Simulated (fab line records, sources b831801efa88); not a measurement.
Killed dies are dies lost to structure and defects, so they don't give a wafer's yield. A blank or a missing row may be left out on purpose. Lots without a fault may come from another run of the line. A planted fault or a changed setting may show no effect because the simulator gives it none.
A struck lot beside a sound one | flow gf180mcu | 15 steps out of a route of 602
Sound: wafers L104.2, L104.4, L104.5. Struck: wafers L107.1, L107.2, L107.3. The cause comes at the end.
At each step with rows: each side's tool, then ch and its chambers, then its first start. Under that, the readings that differ: sound wafers | struck wafers | difference of the means | sigmas: that difference in standard deviations of wafers without a fault.
alike: readings whose means differ by less than 2 such deviations, and words and numbers that are the same on both sides. not compared: withheld readings, readings that some wafer has no value for, bounds like >300 that may hide the same value, and numbers for which the record gives no deviation and whose values overlap.
The two part at a step that has a row with sigmas, a row that says differs or no value, or rows on one side only. Numbers that don't overlap but have no deviation are shown without sigmas and don't part them. A reading that every wafer of one side lacks parts them only if that side has two wafers or more.

first, 6 steps without rows for these wafers: GF_M4_HMDS_08 (prime time 60 s); GF_M4_COAT_09 (resist thk 1000 nm); GF_M4_SOFTBAKE_10 (time 60 s); GF_M4_EXPOSE_11 (exposes mask Metal4, target cd 280 nm); GF_M4_PEB_12 (peb time 90 s); GF_M4_DEVELOP_13 (develop time 60 s).
GF_M4_CD_MEAS_14: target cd 280 nm.
  sound on cd_sem-01, day 23 23:59; struck on cd_sem-02, day 24 23:55
  alike: cd_nm
GF_M4_OVL_MEAS_15:
  sound on overlay-02, day 24 00:05; struck on overlay-02, day 25 00:02
  alike: M4_OVL
GF_M4_METAL_ETCH_16: etches the open film in Cl2/BCl3, stops on SiO2, target depth 627.5 nm, time 104.6 s.
  sound on rie_metal-01 ch 1, day 24 00:07; struck on rie_metal-01 ch 0,1, day 25 00:05
  alike: bias_w, drypump_motor_current_A, oes_product_au, throttle_valve_pct
  not compared: rf_hours_counter_h
GF_M4_STRIP_17: strips in O2/N2.
  sound on plasma_asher-03 ch 0,1, day 24 00:14; struck on plasma_asher-04 ch 0,1, day 25 00:11
  alike: drypump_motor_current_A, heater_power_w, oes_product_au, strip_time_to_endpoint_s
  not compared: rf_hours_counter_h
then, 2 steps without rows for these wafers: GF_M4_STRIP_18 (strips in post etch residue remover, time 1200 s); GF_M4_CLEAN_19 (cleans in DIW).
GF_V4_CVD_00: deposits SiO2, target thk 600 nm, time 100 s.
  sound on hdpcvd-02 ch 0,1,2, day 24 00:47; struck on hdpcvd-02 ch 0,1,2, day 25 01:04
  alike: susceptor_temp_C
GF_V4_THK_MEAS_01:
  sound on film_metro-03, day 24 00:52; struck on film_metro-03, day 25 01:32
  reading            | sound       | struck         | difference | sigmas
  V4_CVD_00_THK (nm) | 610 614 611 | 1216 1227 1217 | +608       | +99 or more
then, 1 step without rows for these wafers: GF_PASSIVATION_PROBE_99.

WHERE THEY PART
Only at GF_V4_THK_MEAS_01, within this record.

WHY: what the simulator had put in
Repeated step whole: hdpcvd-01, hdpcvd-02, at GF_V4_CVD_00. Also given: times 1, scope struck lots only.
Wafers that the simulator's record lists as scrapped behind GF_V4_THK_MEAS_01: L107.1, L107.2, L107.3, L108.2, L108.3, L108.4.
